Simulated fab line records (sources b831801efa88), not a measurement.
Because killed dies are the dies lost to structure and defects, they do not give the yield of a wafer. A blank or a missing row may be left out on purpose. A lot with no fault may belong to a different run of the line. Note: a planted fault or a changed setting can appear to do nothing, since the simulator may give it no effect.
The tool behind it: which one? ; flow gf180mcu ; Sampling: 24 lots, 72 wafers, 6 of 602 route steps

WHAT EACH GAUGE READ, for each wafer
GF_M3_CD_MEAS_14: the cd target is 280 nm.
lot;measured;on;cd_nm (nm)
L074;day 21 19:25;cd_sem-02;279.0 281.4 279.8
L075;day 21 23:00;cd_sem-02;279.8 280.8 281.3
L076;day 22 15:31;cd_sem-02;277.4 278.4 277.4
L077;day 22 18:43;cd_sem-01;279.6 279.9 281.1
L078;day 22 22:28;cd_sem-01;280.5 279.9 279.0
L079;day 23 17:54;cd_sem-02;279.1 279.3 279.5
L081;day 23 20:41;cd_sem-01;278.9 280.2 279.9
L080;day 23 22:15;cd_sem-01;279.4 279.3 279.4
L082;day 24 18:01;cd_sem-02;280.1 282.0 281.9
L083;day 24 18:21;cd_sem-01;281.1 280.2 280.4
L084;day 25 00:06;cd_sem-01;282.5 281.1 282.6
L085;day 25 03:24;cd_sem-01;279.5 278.5 278.6
L086;day 25 22:29;cd_sem-02;282.2 282.0 281.7
L087;day 26 13:19;cd_sem-02;277.9 278.7 281.0
L088;day 26 13:07;cd_sem-02;279.4 280.0 279.9
L090;day 26 18:57;cd_sem-02;277.6 277.1 278.3
L089;day 26 20:33;cd_sem-02;279.6 277.8 279.0
L091;day 27 08:28;cd_sem-01;277.8 278.0 278.4
L092;day 27 14:33;cd_sem-02;281.6 282.7 282.6
L093;day 27 15:01;cd_sem-01;279.5 279.6 281.0
L094;day 28 08:40;cd_sem-02;281.2 282.0 280.0
L095;day 28 10:20;cd_sem-02;280.4 281.8 281.3
L096;day 28 13:31;cd_sem-01;279.4 278.9 278.5
L097;day 29 04:04;cd_sem-02;277.4 278.0 277.8

GF_V5_CD_MEAS_14: the cd target is 260 nm.
lot;measured;on;cd_nm (nm)
L074;day 27 14:55;cd_sem-01;261.6 261.0 261.5
L075;day 27 17:54;cd_sem-01;259.7 259.8 259.9
L076;day 28 07:12;cd_sem-01;262.1 262.6 262.5
L077;day 28 09:48;cd_sem-01;259.9 259.7 259.4
L078;day 28 15:31;cd_sem-02;259.9 259.9 260.4
L079;day 29 07:03;cd_sem-02;259.0 258.2 258.4
L081;day 29 08:31;cd_sem-02;257.7 259.3 259.3
L080;day 29 10:45;cd_sem-02;261.1 260.4 260.3
L082;day 30 02:04;cd_sem-02;262.0 261.4 260.6
L083;day 30 03:09;cd_sem-02;260.9 260.4 260.5
L084;day 30 09:51;cd_sem-01;260.1 260.9 261.0
L085;day 30 10:26;cd_sem-02;260.7 259.4 258.9
L086;day 31 04:31;cd_sem-02;259.5 259.5 260.0
L087;day 31 17:21;cd_sem-01;261.4 262.4 260.0
L088;day 31 16:13;cd_sem-01;260.4 259.9 260.9
L090;day 31 21:03;cd_sem-01;260.2 261.0 261.4
L089;day 31 23:15;cd_sem-02;263.4 263.1 262.8
L091;day 32 08:07;cd_sem-01;262.1 262.2 260.8
L092;day 32 12:52;cd_sem-01;260.4 259.4 258.9
L093;day 32 13:07;cd_sem-01;260.0 261.6 259.6
L094;day 33 04:41;cd_sem-01;260.9 261.6 261.6
L095;day 33 06:05;cd_sem-02;260.4 259.8 259.2
L096;day 33 09:21;cd_sem-02;258.9 258.5 259.3
L097;day 33 20:00;cd_sem-02;260.4 258.6 258.9

TOOL THAT RAN EACH LOT (tool first, then ch and the chambers of the sampled wafers, then the start)
lot;GF_V2_CMP_26;GF_V3_STRIP_18;GF_V4_SPUTTER_22;GF_MIM_SPUTTER_09
L074;cmp-01 ch 1,2,3, day 20 19:00;plasma_asher-02 ch 1, day 22 20:02;pvd_sputter-03, day 24 20:53;pvd_sputter-03, day 24 21:54
L075;cmp-02 ch 0,1,3, day 20 22:42;plasma_asher-01 ch 0,1, day 22 23:54;pvd_sputter-01, day 25 00:24;pvd_sputter-01, day 25 01:25
L076;cmp-01 ch 0,2,3, day 21 15:53;plasma_asher-01 ch 0,1, day 23 15:44;pvd_sputter-01, day 25 14:49;pvd_sputter-01, day 25 15:50
L077;cmp-02 ch 0,1,2, day 21 18:56;plasma_asher-04 ch 0,1, day 23 18:59;pvd_sputter-04, day 25 17:22;pvd_sputter-01, day 25 18:23
L078;cmp-02 ch 0,1,3, day 21 22:25;plasma_asher-02 ch 0,1, day 23 23:02;pvd_sputter-03, day 25 22:38;pvd_sputter-03, day 25 23:40
L079;cmp-02 ch 0,2,3, day 22 19:01;plasma_asher-02 ch 0,1, day 24 17:50;pvd_sputter-03, day 26 15:40;pvd_sputter-02, day 26 16:41
L081;cmp-01 ch 2,3, day 22 21:01;plasma_asher-01 ch 0,1, day 24 20:27;pvd_sputter-03, day 26 18:59;pvd_sputter-01, day 26 20:00
L080;cmp-01 ch 0,1,3, day 22 23:11;plasma_asher-01 ch 0,1, day 24 20:50;pvd_sputter-04, day 26 19:23;pvd_sputter-02, day 26 20:25
L082;cmp-02 ch 0,1,3, day 23 19:17;plasma_asher-04 ch 0, day 25 16:53;pvd_sputter-03, day 27 14:08;pvd_sputter-03, day 27 15:10
L083;cmp-02 ch 0,1, day 23 20:13;plasma_asher-02 ch 0,1, day 25 17:00;pvd_sputter-04, day 27 14:59;pvd_sputter-03, day 27 16:01
L084;cmp-02 ch 1,2, day 24 01:28;plasma_asher-04 ch 0,1, day 25 22:47;pvd_sputter-03, day 27 20:38;pvd_sputter-02, day 27 21:39
L085;cmp-01 ch 1,3, day 24 04:58;plasma_asher-02 ch 0,1, day 26 01:23;pvd_sputter-04, day 27 21:38;pvd_sputter-01, day 27 22:41
L086;cmp-01 ch 0,1,2, day 25 01:03;plasma_asher-02 ch 0,1, day 26 20:57;pvd_sputter-03, day 28 17:35;pvd_sputter-02, day 28 18:50
L087;cmp-01 ch 2,3, day 25 15:53;plasma_asher-02 ch 0,1, day 27 12:32;pvd_sputter-01, day 29 07:32;pvd_sputter-02, day 29 08:33
L088;cmp-02 ch 0,2,3, day 25 15:56;plasma_asher-04 ch 0,1, day 27 12:13;pvd_sputter-01, day 29 06:38;pvd_sputter-02, day 29 07:37
L090;cmp-02 ch 1,2,3, day 25 21:44;plasma_asher-04 ch 0,1, day 27 17:02;pvd_sputter-01, day 29 12:20;pvd_sputter-01, day 29 13:22
L089;cmp-01 ch 0,1, day 25 23:20;plasma_asher-04 ch 1, day 27 19:00;pvd_sputter-01, day 29 14:55;pvd_sputter-03, day 29 15:55
L091;cmp-02 ch 0,2, day 26 11:10;plasma_asher-02 ch 0, day 28 05:38;pvd_sputter-03, day 29 23:41;pvd_sputter-02, day 30 00:41
L092;cmp-01 ch 0,1, day 26 17:19;plasma_asher-02 ch 0,1, day 28 11:50;pvd_sputter-03, day 30 06:13;pvd_sputter-03, day 30 07:13
L093;cmp-02 ch 0,1,2, day 26 17:31;plasma_asher-04 ch 0,1, day 28 12:50;pvd_sputter-01, day 30 06:34;pvd_sputter-02, day 30 07:35
L094;cmp-01 ch 0,2,3, day 27 12:31;plasma_asher-01 ch 0,1, day 29 05:30;pvd_sputter-01, day 30 22:38;pvd_sputter-03, day 30 23:39
L095;cmp-02 ch 0,1,2, day 27 14:04;plasma_asher-02 ch 0,1, day 29 07:37;pvd_sputter-01, day 31 00:47;pvd_sputter-01, day 31 01:47
L096;cmp-02 ch 0,3, day 27 16:30;plasma_asher-02 ch 0,1, day 29 11:11;pvd_sputter-03, day 31 04:19;pvd_sputter-02, day 31 05:19
L097;cmp-02 ch 2,3, day 28 08:40;plasma_asher-01 ch 0,1, day 30 00:35;pvd_sputter-03, day 31 16:10;pvd_sputter-02, day 31 17:11
- GF_V2_CMP_26: polishes, stops on SiO2, t overpolish 15 s, target thk 0 nm.
- GF_V3_STRIP_18: strips in O2/N2.
- GF_V4_SPUTTER_22: material TiN, target thk 10 nm, time 40 s.
- GF_MIM_SPUTTER_09: material TiN, target thk 35 nm, time 29.2 s.

WHAT THE TOOLS THEMSELVES READ (means of the sampled wafers that have a number; where no wafer has one, the mark that the record gives instead)
GF_V2_CMP_26.
lot;tool;motor_current_A (A);overpolish_run_s (s);slurry_filter_dp_kPa (kPa);time_to_endpoint_s (s)
L074;cmp-01;10.9;15.009;13.44;86
L075;cmp-02;11.4;15.010;13.51;85
L076;cmp-01;11.0;14.990;13.48;87
L077;cmp-02;10.9;14.995;13.59;87
L078;cmp-02;11.2;15.004;13.42;86
L079;cmp-02;10.2;15.006;13.60;84
L081;cmp-01;10.6;15.000;13.56;85
L080;cmp-01;11.4;15.000;13.43;90
L082;cmp-02;11.4;15.003;13.53;85
L083;cmp-02;10.8;15.003;13.48;82
L084;cmp-02;11.7;15.011;13.51;83
L085;cmp-01;11.5;15.006;13.58;87
L086;cmp-01;10.5;15.014;13.63;87
L087;cmp-01;10.6;15.006;13.50;79
L088;cmp-02;10.0;15.003;13.56;87
L090;cmp-02;11.1;14.998;13.45;86
L089;cmp-01;11.2;15.000;13.51;85
L091;cmp-02;9.6;14.999;13.44;81
L092;cmp-01;11.2;15.001;13.60;87
L093;cmp-02;10.6;14.992;13.41;83
L094;cmp-01;10.7;15.002;13.33;83
L095;cmp-02;10.6;14.997;13.52;85
L096;cmp-02;10.4;15.000;13.47;78
L097;cmp-02;10.6;15.011;13.49;79

GF_V3_STRIP_18.
lot;tool;drypump_motor_current_A (A);heater_power_w (W);o2_flow_sccm (sccm);oes_product_au (a.u.)
L074;plasma_asher-02;5.9;324;3000;0.595
L075;plasma_asher-01;6.1;346;3007;0.594
L076;plasma_asher-01;6.1;349;2997;0.597
L077;plasma_asher-04;6.3;338;2999;0.590
L078;plasma_asher-02;5.3;308;3006;0.592
L079;plasma_asher-02;5.3;311;3014;0.595
L081;plasma_asher-01;6.0;324;2998;0.597
L080;plasma_asher-01;5.9;317;3003;0.593
L082;plasma_asher-04;6.2;322;2992;0.589
L083;plasma_asher-02;5.3;314;3001;0.592
L084;plasma_asher-04;6.3;336;3004;0.593
L085;plasma_asher-02;5.3;313;3000;0.587
L086;plasma_asher-02;5.5;314;3004;0.596
L087;plasma_asher-02;5.5;319;3004;0.589
L088;plasma_asher-04;6.4;347;3003;0.587
L090;plasma_asher-04;6.3;335;3004;0.590
L089;plasma_asher-04;6.6;371;2999;0.586
L091;plasma_asher-02;5.0;301;3006;0.593
L092;plasma_asher-02;5.5;320;3000;0.592
L093;plasma_asher-04;6.3;334;2995;0.596
L094;plasma_asher-01;6.0;320;2997;0.594
L095;plasma_asher-02;5.5;315;3004;0.589
L096;plasma_asher-02;5.6;314;3000;0.594
L097;plasma_asher-01;6.0;322;3000;0.588

GF_V4_SPUTTER_22.
lot;tool;throttle_valve_pct (%)
L074;pvd_sputter-03;31.5
L075;pvd_sputter-01;29.1
L076;pvd_sputter-01;30.5
L077;pvd_sputter-04;31.0
L078;pvd_sputter-03;29.7
L079;pvd_sputter-03;30.3
L081;pvd_sputter-03;29.9
L080;pvd_sputter-04;31.1
L082;pvd_sputter-03;31.7
L083;pvd_sputter-04;31.4
L084;pvd_sputter-03;29.5
L085;pvd_sputter-04;30.5
L086;pvd_sputter-03;29.2
L087;pvd_sputter-01;30.0
L088;pvd_sputter-01;29.9
L090;pvd_sputter-01;31.7
L089;pvd_sputter-01;29.3
L091;pvd_sputter-03;29.7
L092;pvd_sputter-03;29.6
L093;pvd_sputter-01;28.6
L094;pvd_sputter-01;29.3
L095;pvd_sputter-01;30.0
L096;pvd_sputter-03;30.6
L097;pvd_sputter-03;30.3

GF_MIM_SPUTTER_09.
lot;tool;throttle_valve_pct (%)
L074;pvd_sputter-03;30.5
L075;pvd_sputter-01;30.1
L076;pvd_sputter-01;29.2
L077;pvd_sputter-01;29.4
L078;pvd_sputter-03;30.8
L079;pvd_sputter-02;30.8
L081;pvd_sputter-01;28.7
L080;pvd_sputter-02;30.8
L082;pvd_sputter-03;29.5
L083;pvd_sputter-03;29.6
L084;pvd_sputter-02;31.2
L085;pvd_sputter-01;29.3
L086;pvd_sputter-02;29.2
L087;pvd_sputter-02;29.2
L088;pvd_sputter-02;30.3
L090;pvd_sputter-01;29.5
L089;pvd_sputter-03;30.0
L091;pvd_sputter-02;31.4
L092;pvd_sputter-03;29.5
L093;pvd_sputter-02;30.1
L094;pvd_sputter-03;31.1
L095;pvd_sputter-01;28.6
L096;pvd_sputter-02;29.9
L097;pvd_sputter-02;31.5

THE ANSWER, worked out from the rows above alone
Rule: the lots themselves supply what counts as usual. Put in order of their means at a reading, lots are off if they are a third of the lots or fewer, leave a main group of 4 or more, and stand apart from it by a gap of 3 or more times the standard deviation of the main group's means; of several such gaps the widest counts. If all means in a main group match to the digits the tables above print for the reading, that group is not used. Also off: a lot with no number at a reading for which 4 or more lots have one. Any other lot the step has rows for is counted as sound. First the gauges in route order, then the tools' own readings, where a lot's mean is used as printed above. At the first step where some lot is off, the reading lying furthest off is the one used; lots without a number count as furthest.
No lot is off at any reading shown: from this, nothing can be told.

WHAT WAS PUT IN BY THE SIMULATOR
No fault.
